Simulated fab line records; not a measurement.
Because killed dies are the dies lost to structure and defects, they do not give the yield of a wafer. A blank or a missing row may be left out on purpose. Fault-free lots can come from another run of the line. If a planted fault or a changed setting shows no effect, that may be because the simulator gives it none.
Struck lot and sound lot, side by side :: flow sky130 :: 15 out of 708 route steps
Sound: the wafers L837.2, L837.4, L837.6. The struck wafers were L841.3, L841.4, L841.5. The cause is named last.
At each step with rows: each side's tool, then ch and its chambers, then its first start. Under that, the readings that differ: sound wafers :: struck wafers :: difference of the means :: sigmas: that difference in standard deviations of wafers without a fault.
alike: a reading whose means differ by less than 2 such deviations, as well as words and numbers matching on both sides. not compared: withheld readings; readings where some wafer has no value; bounds like >300 that might hide an equal value; numbers whose values overlap and for which the record gives no deviation.
A row with sigmas, a row that says differs or no value, or rows on one side alone: a step with any of these is where the two part. Non-overlapping numbers with no deviation appear without sigmas and do not part them. Lack of a reading on every wafer of one side parts them only where that side has two or more wafers.

first, 5 steps without rows for these wafers: SKY_VIA4_COAT_06 (resist thk 1140 nm); SKY_VIA4_SOFTBAKE_07 (time 60 s); SKY_VIA4_EXPOSE_08 (exposes mask VIM4, target cd 800 nm); SKY_VIA4_PEB_09; SKY_VIA4_DEVELOP_10 (develop time 60 s).
SKY_VIA4_OVL_MEAS_11:
  sound on overlay-02, day 42 21:59; struck on overlay-02, day 44 07:56
  alike: VIA4_OVL
SKY_VIA4_ETCH_12: etches SiO2 in C4F8/O2/Ar, stops on TiN, target depth 580 nm.
  sound on rie diel-03 ch 1,2,3, day 42 22:01; struck on rie diel-03 ch 1,2, day 44 07:58
  alike: oes product au
SKY_VIA4_STRIP_13: strips in O2/N2.
  sound on plasma asher-03 ch 0,1, day 42 22:05; struck on plasma asher-01 ch 0,1, day 44 08:04
  alike: drypump motor current A, oes product au, strip time to endpoint s
  not compared: rf hours counter h
then, 3 steps without rows for these wafers: SKY_VIA4_STRIP_14 (strips in post etch residue remover, time 1200 s); SKY_VIA4_CLEAN_15 (cleans in IPA, time 180 s); SKY_VIA4_CLEAN_16 (cleans in O3/DIW).
SKY_VIA4_SPUTTER_17: material TiN, target thk 20 nm, time 80 s.
  sound on pvd sputter-01, day 42 22:47; struck on pvd sputter-04, day 44 08:38
  alike: throttle valve pct
SKY_VIA4_CVD_18: deposits W, target thk 505 nm, time 152.14 s.
  sound on cvd w-02 ch 1, day 42 22:51; struck on cvd w-02 ch 0,1, day 44 09:04
  alike: heater power w
SKY_VIA4_RS_MEAS_19: a four-point-probe measurement.
  sound on film metro-01, day 42 23:01; struck on film metro-01, day 44 09:29
reading: VIA4_W_RS (ohm/sq)
sound: 0.2236 0.2233 0.2256
struck: 0.1116 0.1140 0.1133
difference: -0.1112
sigmas: -53
SKY_PAD_OPEN_PROBE_99:
  sound wafers here have rows in the record (prober-02, day 45 21:05); struck ones have none

WHERE THEY PART
First at SKY_VIA4_RS_MEAS_19; last, within this record, at SKY_PAD_OPEN_PROBE_99.

WHY: what had been put in by the simulator
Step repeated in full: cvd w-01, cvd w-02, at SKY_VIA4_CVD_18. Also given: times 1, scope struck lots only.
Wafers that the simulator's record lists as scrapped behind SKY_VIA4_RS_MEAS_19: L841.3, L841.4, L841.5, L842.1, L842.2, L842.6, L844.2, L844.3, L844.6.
